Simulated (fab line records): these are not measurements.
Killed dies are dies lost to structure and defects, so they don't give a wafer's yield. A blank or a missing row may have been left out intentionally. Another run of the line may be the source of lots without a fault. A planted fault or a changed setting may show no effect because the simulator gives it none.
Which tool was responsible? | flow sky130 | 13 lots with 39 wafers sampled at 4 steps, on a route of 708 steps

WHAT EACH GAUGE READ, for each wafer
SKY_SD_N_TW_MEAS_12.
lot  | measured     | on            | SD_N_TW
L495 | day 28 05:29 | film metro-02 | 3981 3993 3968
L499 | day 29 14:25 | film metro-02 | 3965 3950 3946
L501 | day 30 02:29 | film metro-01 | 3986 3987 3993
L503 | day 30 09:30 | film metro-01 | 3986 3970 3993
L502 | day 30 14:25 | film metro-01 | 4044 4050 4040
L505 | day 31 06:16 | film metro-03 | 4025 4019 4009
L508 | day 34 09:16 | film metro-03 | 3986 3969 3983
L514 | day 34 11:55 | film metro-01 | 3948 3953 3967
L513 | day 34 12:09 | film metro-02 | 3987 3967 3971
L512 | day 34 12:34 | film metro-02 | 3940 3952 3951
L515 | day 34 14:44 | film metro-02 | 3960 3975 3965
L517 | day 34 19:36 | film metro-03 | 3982 4009 3973
L518 | day 35 04:28 | film metro-03 | 3986 3975 3988

SKY_SD_N_RS_MEAS_16: a four-point-probe measurement.
lot  | measured     | on            | SD_N_RS (ohm/sq)
L495 | day 28 05:47 | film metro-03 | 68.53 68.49 68.46
L499 | day 29 14:43 | film metro-03 | 68.49 68.64 68.54
L501 | day 30 02:47 | film metro-01 | 68.88 68.87 68.83
L503 | day 30 09:47 | film metro-03 | 68.47 68.60 68.45
L502 | day 30 14:43 | film metro-02 | 66.93 66.95 67.18
L505 | day 31 06:34 | film metro-02 | 67.12 67.01 67.08
L508 | day 34 09:43 | film metro-02 | 68.49 68.68 68.39
L514 | day 34 12:12 | film metro-01 | 68.77 68.70 68.63
L513 | day 34 12:26 | film metro-03 | 68.40 68.41 68.53
L512 | day 34 12:52 | film metro-02 | 68.45 68.60 68.55
L515 | day 34 15:02 | film metro-03 | 68.56 68.62 68.76
L517 | day 34 19:55 | film metro-01 | 68.65 68.74 68.66
L518 | day 35 04:46 | film metro-01 | 68.56 68.67 68.81

WHICH TOOL RAN EACH LOT (tool, then ch and the chambers of the sampled wafers, then the start)
lot  | SKY_SD_N_IMPLANT_09             | SKY_SD_N_STRIP_11
L495 | implanter-04 ch 0, day 28 05:03 | plasma asher-04 ch 0,1, day 28 05:19
L499 | implanter-02 ch 0, day 29 14:01 | plasma asher-01 ch 0,1, day 29 14:19
L501 | implanter-03 ch 0, day 30 02:07 | plasma asher-03 ch 0,1, day 30 02:24
L503 | implanter-04 ch 0, day 30 09:06 | plasma asher-04 ch 1, day 30 09:24
L502 | implanter-03 ch 0, day 30 14:01 | plasma asher-01 ch 0,1, day 30 14:19
L505 | implanter-03 ch 0, day 31 05:52 | plasma asher-03 ch 0,1, day 31 06:10
L508 | implanter-04 ch 0, day 34 08:30 | plasma asher-04 ch 0,1, day 34 08:47
L514 | implanter-04 ch 0, day 34 11:31 | plasma asher-04 ch 0,1, day 34 11:49
L513 | implanter-02 ch 0, day 34 11:45 | plasma asher-04 ch 0,1, day 34 12:03
L512 | implanter-04 ch 0, day 34 12:11 | plasma asher-01 ch 0,1, day 34 12:28
L515 | implanter-04 ch 0, day 34 14:21 | plasma asher-04 ch 0,1, day 34 14:37
L517 | implanter-03 ch 0, day 34 19:12 | plasma asher-04 ch 0,1, day 34 19:29
L518 | implanter-03 ch 0, day 35 04:04 | plasma asher-01 ch 0,1, day 35 04:22
- SKY_SD_N_IMPLANT_09
- SKY_SD_N_STRIP_11: strips in O2/N2.

AS READ BY THE TOOLS THEMSELVES (means over the sampled wafers that have a number; for cases with no such wafer, the mark the record gives instead)
SKY_SD_N_IMPLANT_09.
lot  | tool         | beam energy keV | tilt deg (degrees)
L495 | implanter-04 | 49.991          | 0.010
L499 | implanter-02 | 50.017          | 0.010
L501 | implanter-03 | 50.000          | -0.013
L503 | implanter-04 | 49.999          | 0.001
L502 | implanter-03 | 52.210          | -0.006
L505 | implanter-03 | 52.239          | -0.001
L508 | implanter-04 | 50.006          | 0.008
L514 | implanter-04 | 49.976          | -0.001
L513 | implanter-02 | 50.008          | 0.009
L512 | implanter-04 | 49.995          | -0.003
L515 | implanter-04 | 50.003          | -0.011
L517 | implanter-03 | 49.995          | -0.002
L518 | implanter-03 | 49.994          | 0.000

SKY_SD_N_STRIP_11.
lot  | tool            | drypump motor current A (A) | o2 flow sccm (sccm) | oes product au (a.u.) | strip time to endpoint s (s)
L495 | plasma asher-04 | 5.6                         | 3011                | 0.532                 | 22.62
L499 | plasma asher-01 | 5.7                         | 3005                | 0.529                 | 22.52
L501 | plasma asher-03 | 5.3                         | 2988                | 0.524                 | 22.52
L503 | plasma asher-04 | 5.7                         | 3003                | 0.529                 | 22.55
L502 | plasma asher-01 | 6.1                         | 2996                | 0.525                 | 22.85
L505 | plasma asher-03 | 5.3                         | 3006                | 0.524                 | 22.90
L508 | plasma asher-04 | 5.6                         | 2998                | 0.527                 | 22.55
L514 | plasma asher-04 | 5.5                         | 3000                | 0.528                 | 22.55
L513 | plasma asher-04 | 5.6                         | 2992                | 0.527                 | 22.52
L512 | plasma asher-01 | 5.7                         | 3001                | 0.529                 | 22.57
L515 | plasma asher-04 | 5.5                         | 2998                | 0.525                 | 22.58
L517 | plasma asher-04 | 5.5                         | 2991                | 0.531                 | 22.58
L518 | plasma asher-01 | 5.7                         | 2987                | 0.527                 | 22.60

THE ANSWER, worked out from the rows above alone
Rule: what is usual is taken from the lots themselves. Put in order of their means at a reading, lots are off if they are a third of the lots or fewer, leave a main group of 4 or more, and stand apart from it by a gap of 3 or more times the standard deviation of the main group's means; of several such gaps the widest counts. The tables above print the reading to a certain number of digits; a main group whose means all agree to those digits is not used. A lot without any number at a reading at which 4 lots or more have one is off too. Any other lot the step has rows for is counted as sound. After the gauges, taken in route order, come the tools' own readings; for these a lot's mean is taken, as printed above. At the first step where some lot is off, the reading lying furthest off is the one used; lots without a number count as furthest.
Off: at SKY_SD_N_RS_MEAS_16 (SD_N_RS), L502, L505. The main group: mean 68.60 ohm/sq, standard deviation 0.12.
If a tool, at a process step before that reading, ran all the lots that are off and no sound lot after the first of them, it fits. Not tried: the gauges at SKY_SD_N_RS_MEAS_16; whatever is off there is also off at SKY_SD_N_IMPLANT_09, on other tools, and gauge error can't account for it. None of those tried fits.

WHAT HAD BEEN PUT IN BY THE SIMULATOR
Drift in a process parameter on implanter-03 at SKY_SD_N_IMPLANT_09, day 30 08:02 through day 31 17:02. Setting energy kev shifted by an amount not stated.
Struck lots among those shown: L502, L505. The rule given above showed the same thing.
